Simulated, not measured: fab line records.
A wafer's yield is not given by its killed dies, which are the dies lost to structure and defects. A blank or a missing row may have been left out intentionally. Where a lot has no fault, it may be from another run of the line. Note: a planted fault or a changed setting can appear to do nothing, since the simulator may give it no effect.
What tool caused it?    flow sky130    Sampling: 11 lots, 33 wafers, 5 of 708 route steps

WHAT THE GAUGES READ, wafer by wafer
SKY_LI_CONTACT_RS_MEAS_22: the measuring method here is four-point-probe.
lot   measured      on             LI_CONTACT_W_RS (ohm/sq)
L154  day 28 21:32  film metro-04  0.282 0.281 0.280
L155  day 29 12:01  film metro-04  0.272 0.286 0.284
L157  day 30 04:17  film metro-02  0.270 0.275 0.272
L159  day 31 02:20  film metro-02  0.284 0.268 0.285
L162  day 32 02:08  film metro-04  0.285 0.288 0.287
L163  day 32 12:15  film metro-03  0.285 0.284 0.270
L170  day 34 08:28  film metro-04  0.269 0.282 0.271
L171  day 34 15:47  film metro-03  0.290 0.273 0.283
L174  day 35 17:23  film metro-04  0.287 0.283 0.287
L175  day 35 19:11  film metro-02  0.287 0.275 0.288
L177  day 36 11:37  film metro-03  0.286 0.285 0.287

SKY_CONTACT_THK_MEAS_01.
lot   measured      on             CONTACT_CVD_00_THK (nm)
L154  day 30 03:28  film metro-03  74.3 75.1 75.8
L155  day 30 17:23  film metro-02  75.7 74.4 76.4
L157  day 31 09:32  film metro-03  74.8 75.2 75.2
L159  day 32 08:13  film metro-02  74.8 76.0 75.5
L162  day 33 06:58  film metro-03  102.5 102.1 103.4
L163  day 33 16:25  film metro-01  102.6 105.8 105.1
L170  day 35 11:56  film metro-01  74.9 75.2 75.3
L171  day 35 19:20  film metro-01  74.9 76.7 75.7
L174  day 36 21:14  film metro-02  74.3 74.4 76.1
L175  day 36 23:28  film metro-02  76.1 75.7 74.9
L177  day 37 14:53  film metro-01  74.6 75.3 76.2

WHAT TOOL EACH LOT RAN ON (gives the tool, then ch and the chambers of the sampled wafers, and finally the start)
lot   SKY_LI_CONTACT_ETCH_14              SKY_LOCAL_INTERCONNECT_ETCH_13     SKY_CONTACT_CVD_00
L154  rie diel-03 ch 0,1,3, day 28 20:49  rie metal-04 ch 0,1, day 30 02:44  pecvd-03 ch 1,2, day 30 03:26
L155  rie diel-03 ch 0,1,2, day 29 11:19  rie metal-03 ch 0,1, day 30 16:38  pecvd-03 ch 0,1,2, day 30 17:20
L157  rie diel-03 ch 1,3, day 30 03:35    rie metal-03 ch 0,1, day 31 08:47  pecvd-01 ch 1,2, day 31 09:30
L159  rie diel-04 ch 0,2,3, day 31 01:26  rie metal-02 ch 0,1, day 32 07:27  pecvd-04 ch 0,1, day 32 08:10
L162  rie diel-02 ch 1,2,3, day 32 01:26  rie metal-02 ch 0,1, day 33 06:14  pecvd-01 ch 0,1,2, day 33 06:56
L163  rie diel-03 ch 0,1, day 32 11:32    rie metal-02 ch 1, day 33 15:41    pecvd-01 ch 0,1, day 33 16:23
L170  rie diel-04 ch 1,2,3, day 34 07:44  rie metal-04 ch 0,1, day 35 11:11  pecvd-04 ch 2, day 35 11:53
L171  rie diel-02 ch 0,3, day 34 15:05    rie metal-04 ch 0,1, day 35 18:35  pecvd-03 ch 1,2, day 35 19:17
L174  rie diel-04 ch 0,3, day 35 16:41    rie metal-03 ch 0,1, day 36 20:29  pecvd-01 ch 0,1,2, day 36 21:12
L175  rie diel-02 ch 0,3, day 35 18:26    rie metal-02 ch 0,1, day 36 22:42  pecvd-03 ch 0,1,2, day 36 23:25
L177  rie diel-02 ch 0,1,3, day 36 10:35  rie metal-04 ch 0,1, day 37 14:08  pecvd-01 ch 1,2, day 37 14:50
- SKY_LI_CONTACT_ETCH_14: etches BARC in N2/H2, stops on SiO2, time 45.9 s, target depth 60 nm.
- SKY_LOCAL_INTERCONNECT_ETCH_13: etches BARC in N2/H2, stops on SiO2, time 45.9 s, target depth 60 nm.
- SKY_CONTACT_CVD_00: deposits Si3N4, target thk 75 nm.

AS READ BY THE TOOLS THEMSELVES (means over the sampled wafers that have a number; for cases with no such wafer, the mark the record gives instead)
SKY_LI_CONTACT_ETCH_14.
lot   tool         drypump motor current A (A)  oes product au (a.u.)  throttle valve pct (%)
L154  rie diel-03  5.6                          0.855                  13.225
L155  rie diel-03  5.9                          0.853                  13.222
L157  rie diel-03  5.5                          0.851                  13.223
L159  rie diel-04  5.2                          0.850                  13.229
L162  rie diel-02  5.6                          0.852                  13.223
L163  rie diel-03  5.7                          0.857                  13.232
L170  rie diel-04  5.4                          0.858                  13.228
L171  rie diel-02  5.4                          0.855                  13.225
L174  rie diel-04  5.2                          0.856                  13.222
L175  rie diel-02  5.5                          0.858                  13.227
L177  rie diel-02  5.5                          0.857                  13.223

SKY_LOCAL_INTERCONNECT_ETCH_13.
lot   tool          drypump motor current A (A)  oes product au (a.u.)  throttle valve pct (%)
L154  rie metal-04  5.2                          0.853                  13.230
L155  rie metal-03  6.0                          0.859                  13.224
L157  rie metal-03  6.0                          0.858                  13.235
L159  rie metal-02  5.9                          0.852                  13.230
L162  rie metal-02  5.8                          0.855                  13.224
L163  rie metal-02  6.0                          0.853                  13.231
L170  rie metal-04  5.2                          0.858                  13.223
L171  rie metal-04  5.2                          0.854                  13.224
L174  rie metal-03  6.3                          0.856                  13.227
L175  rie metal-02  5.9                          0.854                  13.228
L177  rie metal-04  5.2                          0.852                  13.225

SKY_CONTACT_CVD_00.
lot   tool      heater power outer w (W)  heater power w (W)
L154  pecvd-03  374                       627
L155  pecvd-03  402                       664
L157  pecvd-01  455                       737
L159  pecvd-04  393                       697
L162  pecvd-01  419                       699
L163  pecvd-01  413                       682
L170  pecvd-04  293                       541
L171  pecvd-03  396                       662
L174  pecvd-01  429                       728
L175  pecvd-03  386                       640
L177  pecvd-01  446                       740

THE ANSWER, worked out from the rows above alone
Rule: what is usual is taken from the lots themselves. The widest of any qualifying gaps counts: lots, ordered by their means at a reading, are off when they make up no more than a third of the lots, leave a main group of 4 or more, and stand apart from it by 3 or more times the standard deviation of that group's means. A main group is skipped when, at the precision printed for the reading in the tables above, its means are all equal. Also off: a lot with no number at a reading for which 4 or more lots have one. The other lots that the step has rows for count as sound. The gauges are gone through in route order, then the tools' own readings, and for those a lot's mean is taken as printed above. The first step at which some lot is off is used, and at that step the reading that is off furthest; a lot without a number counts as furthest.
Off: L162, L163, at SKY_CONTACT_THK_MEAS_01 (CONTACT_CVD_00_THK). Mean 75.3 nm and standard deviation 0.26 in the main group.
If a tool, at a process step before that reading, ran all the lots that are off and no sound lot after the first of them, it fits. Those tools and the gauges at SKY_CONTACT_THK_MEAS_01 are tried in the same way. None of those tried fits.

WHAT THE SIMULATOR HAD INSERTED
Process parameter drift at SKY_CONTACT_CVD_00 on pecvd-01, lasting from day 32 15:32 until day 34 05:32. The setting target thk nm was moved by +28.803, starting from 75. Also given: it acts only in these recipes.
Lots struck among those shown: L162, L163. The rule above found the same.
